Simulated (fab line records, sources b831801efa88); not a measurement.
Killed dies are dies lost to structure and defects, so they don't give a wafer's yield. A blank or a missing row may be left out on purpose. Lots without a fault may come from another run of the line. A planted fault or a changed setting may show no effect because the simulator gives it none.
A struck lot beside a sound one | flow sfq_line | 24 steps out of a route of 325
Sound: wafers L611.1, L611.2, L611.3. Struck: wafers L620.1, L620.2, L620.4. The cause comes at the end.
At each step with rows: each side's tool, then ch and its chambers, then its first start. Under that, the readings that differ: sound wafers | struck wafers | difference of the means | sigmas: that difference in standard deviations of wafers without a fault.
alike: readings whose means differ by less than 2 such deviations, and words and numbers that are the same on both sides. not compared: withheld readings, readings that some wafer has no value for, bounds like >300 that may hide the same value, and numbers for which the record gives no deviation and whose values overlap.
The two part at a step that has a row with sigmas, a row that says differs or no value, or rows on one side only. Numbers that don't overlap but have no deviation are shown without sigmas and don't part them. A reading that every wafer of one side lacks parts them only if that side has two wafers or more.

SFQ_I5_OVL_MEAS_936:
  sound on overlay-02, day 62 17:32; struck on overlay-02, day 66 11:38
  reading     | sound    | struck | difference | sigmas
  I5_OVL (nm) | 17 16 15 | 3 4 2  | -13        | -2
SFQ_TRILAYER_I5_BARC_OPEN_VIA_ETCH_200: etches BARC in O2, target depth 125 nm, time 41.7 s.
  sound on rie_diel-02 ch 0,1,2, day 62 17:34; struck on rie_diel-04 ch 0,1,3, day 66 11:40
  alike: bias_w, chamber_pressure_mTorr, drypump_motor_current_A, oes_product_au
  not compared: rf_hours_counter_h
SFQ_TRILAYER_I5_ETCH_VIA_ETCH_147: etches the open film in CHF3, stops on Nb, target depth 360 nm.
  sound on rie_diel-02 ch 0,1,2, day 62 17:36; struck on rie_diel-04 ch 0,1,3, day 66 11:42
  alike: bias_w, chamber_pressure_mTorr, drypump_motor_current_A, oes_product_au
SFQ_TRILAYER_I5_STRIP_STRIP_148: strips in O2.
  sound on rie_metal-03 ch 0,1, day 62 17:45; struck on rie_metal-01 ch 0,1, day 66 11:51
  alike: drypump_motor_current_A, oes_product_au, platen_temp_c
  not compared: rf_hours_counter_h
then, 7 steps without rows for these wafers: SFQ_TRILAYER_I5_STRIP_SOLV_CLEAN_149 (cleans in NMP, time 600 s); SFQ_TRILAYER_C5_LITHO_COAT_156 (resist thk 62 nm); SFQ_TRILAYER_C5_LITHO_COAT_151 (resist thk 650 nm); SFQ_TRILAYER_C5_LITHO_SOFTBAKE_155; SFQ_TRILAYER_C5_LITHO_EXPOSE_152 (exposes mask C5, target cd 500 nm); SFQ_TRILAYER_C5_LITHO_PEB_154 (peb time 60 s); SFQ_TRILAYER_C5_LITHO_DEVELOP_153 (time 60 s).
-- the record jumps here: 5 days lie between the struck wafers' starts before and after --
SFQ_C5_OVL_MEAS_937:
  sound on overlay-02, day 67 17:47; struck on overlay-02, day 71 07:43
  alike: C5_OVL
SFQ_TRILAYER_C5_BARC_OPEN_VIA_ETCH_210: etches BARC in O2, target depth 125 nm, time 41.7 s.
  sound on rie_diel-01 ch 1,2,3, day 67 17:49; struck on rie_diel-01 ch 0,1,3, day 71 07:45
  no value came back on the struck wafers for any of 5 readings (bias_w (W), chamber_pressure_mTorr (mTorr) and others); on the sound wafers bias_w (W) reads 80.38 80.11 80.41
  reading                                             | sound             | struck          | difference | sigmas
  model.KrF_of_TRILAYER_C5_LITHO_COAT_151.thk_nm (nm) | 576.3 578.8 577.4 | 626 626.5 627.3 | +49        |
SFQ_TRILAYER_C5_ETCH_VIA_ETCH_154: etches SiO2 in CHF3, stops on Nb, target depth 84 nm.
  sound on rie_diel-01 ch 1,2,3, day 67 17:52; struck on rie_diel-01 ch 0,1,3, day 71 07:47
  reading                                             | sound             | struck            | difference | sigmas
  oes_product_au (a.u.)                               | 0.899 0.889 0.899 | 0.365 0.373 0.373 | -0.525     | -75
  model.KrF_of_TRILAYER_C5_LITHO_COAT_151.thk_nm (nm) | 561.6 564.4 563.1 | 611.5 611.9 612.9 | +49.1      |
  alike: bias_w, chamber_pressure_mTorr, drypump_motor_current_A
SFQ_TRILAYER_C5_STRIP_STRIP_155: strips in O2.
  sound on rie_metal-04 ch 0,1, day 67 17:55; struck on rie_metal-04 ch 0,1, day 71 07:50
  alike: drypump_motor_current_A, oes_product_au, platen_temp_c
  not compared: rf_hours_counter_h
then, 2 steps without rows for these wafers: SFQ_TRILAYER_C5_STRIP_SOLV_CLEAN_156 (cleans in NMP, time 600 s); SFQ_TRILAYER_M6_DEP_PRE_CLEAN_158 (time 22.5 s).
SFQ_TRILAYER_M6_DEP_SPUTTER_157: material Nb, target thk 200 nm, time 133.3 s.
  sound on pvd_sputter-04, day 67 18:43; struck on pvd_sputter-04, day 71 08:49
  alike: base_pressure_pa, throttle_valve_pct
SFQ_M6_RS_MEAS_938: measures by four-point-probe.
  sound on film_metro-01, day 67 18:49; struck on film_metro-02, day 71 08:55
  alike: M6_NB_RS
then, 3 steps without rows for these wafers: SFQ_TRILAYER_M6_LITHO_COAT_164 (resist thk 62 nm); SFQ_TRILAYER_M6_LITHO_COAT_159 (resist thk 600 nm); SFQ_TRILAYER_M6_LITHO_SOFTBAKE_163.
-- the record jumps here: 4 days lie between the struck wafers' starts before and after --
SFQ_TRILAYER_M6_LITHO_EXPOSE_160: exposes mask M6, target cd 500 nm.
  sound on krf_scanner-02 ch 0, day 72 12:28; struck on krf_scanner-01, day 75 20:02
  no value came back on the struck wafers for exposure_dose_mJ_cm2, focus_offset_nm (nm), na; on the sound wafers exposure_dose_mJ_cm2 reads 14.412 14.397 14.398
  alike: mask
then, 1 step without rows for these wafers: SFQ_TRILAYER_M6_LITHO_PEB_162 (peb time 60 s).

WHERE THEY PART
First at SFQ_I5_OVL_MEAS_936; last, within this record, at SFQ_TRILAYER_M6_LITHO_EXPOSE_160.

WHY: what the simulator had put in
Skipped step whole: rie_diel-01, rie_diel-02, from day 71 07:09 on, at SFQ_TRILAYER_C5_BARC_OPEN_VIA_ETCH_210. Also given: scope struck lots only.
